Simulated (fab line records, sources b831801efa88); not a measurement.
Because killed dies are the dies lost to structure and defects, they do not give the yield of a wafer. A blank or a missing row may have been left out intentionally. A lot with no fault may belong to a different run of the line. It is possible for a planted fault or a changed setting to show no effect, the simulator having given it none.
Struck lot and sound lot, side by side -- flow sky130 -- 18 steps out of a route of 708
Sound: these wafers, L728.2, L728.4, L728.6. The struck wafers were L723.1, L723.3, L723.4. The cause is named last.
Order at every step that has rows: each side's tool, ch and its chambers, its first start. Under that, the readings that differ: sound wafers -- struck wafers -- difference of the means -- sigmas: that difference in standard deviations of wafers without a fault.
alike: a reading whose means differ by less than 2 such deviations, as well as words and numbers matching on both sides. not compared: withheld readings; readings where some wafer has no value; bounds like >300 that might hide an equal value; numbers whose values overlap and for which the record gives no deviation.
Wherever a step has rows on one side only, a row that says differs or no value, or a row with sigmas, the two part there. Non-overlapping numbers with no deviation appear without sigmas and do not part them. A reading missing from all wafers of one side parts the sides only when that side holds two or more wafers.

first, 4 steps without rows for these wafers: SKY_LDD_HVP_SOFTBAKE_03 (time 60 s); SKY_LDD_HVP_EXPOSE_04 (exposes mask HVPTM, target cd 700 nm); SKY_LDD_HVP_PEB_05; SKY_LDD_HVP_DEVELOP_06 (develop time 60 s).
SKY_LDD_HVP_OVL_MEAS_07:
  sound on overlay-02 at day 26 15:44; struck on overlay-01 at day 24 23:19
  alike: LDD_HVP_OVL
after that, 1 step had no rows for these wafers: SKY_LDD_HVP_IMPLANT_08.
SKY_LDD_HVP_STRIP_09: strips in O2/N2.
  sound on plasmaAsher-04 ch 0,1, day 26 15:55; struck on plasmaAsher-03 ch 0,1, day 24 23:30
  alike: chamberPressureMTorr, drypumpMotorCurrentA, oesProductAu, stripTimeToEndpointS
  not compared: rfHoursCounterH
SKY_LDD_HVP_TW_MEAS_10:
  sound on filmMetro-03 at day 26 16:01; struck on filmMetro-04 at day 24 23:36
  alike: LDD_HVP_TW
then, 4 steps without rows for these wafers: SKY_LDD_LDN_DEHYDRATE_00 (time 60 s); SKY_LDD_LDN_HMDS_01 (prime time 60 s); SKY_LDD_LDN_COAT_02 (resist thk 1140 nm); SKY_LDD_LDN_SOFTBAKE_03 (time 60 s).
SKY_LDD_LDN_EXPOSE_04: exposes mask LDNTM, target cd 700 nm.
  sound on ilineStepper-01 ch 0, day 27 06:36; struck on ilineStepper-02 ch 0, day 25 14:19
reading,sound,struck,difference,sigmas
model.LDD_LDN.overlayXNm (nm),0.0083 0.0083 0.0083,75.44 75.44 75.44,+75.43,
  alike: mask
then, 2 steps without rows for these wafers: SKY_LDD_LDN_PEB_05; SKY_LDD_LDN_DEVELOP_06 (develop time 60 s).
SKY_LDD_LDN_OVL_MEAS_07:
  sound on overlay-01 at day 27 20:22; struck on overlay-01 at day 26 04:38
reading,sound,struck,difference,sigmas
LDD_LDN_OVL (nm),-0.6 -0.9 -1.6,75.6 74.9 74.5,+76.0,+58
after that, 1 step had no rows for these wafers: SKY_LDD_LDN_IMPLANT_08.
-- record jumps: 22 days separate the struck wafers' starts on either side; left off in module LDD_LDN, taken up again in module PAD_OPEN, whose first shown step is the route's number 708 --
SKY_PAD_OPEN_PROBE_99:
  sound on prober-02 at day 49 02:51; struck on prober-01 at day 48 04:30
  alike: killed_at_M0_to_M3, killed_at_M4_up, killedAtContacts, killedAtFrontEnd, killedAtOther, killedDies, killedOpen, killedShort

== WHERE THEY PART ==
At SKY_LDD_LDN_OVL_MEAS_07 and nowhere else, as far as this record goes. Later steps at which nothing parts them and some readings are alike: SKY_PAD_OPEN_PROBE_99.

WHY: what had been put in by the simulator
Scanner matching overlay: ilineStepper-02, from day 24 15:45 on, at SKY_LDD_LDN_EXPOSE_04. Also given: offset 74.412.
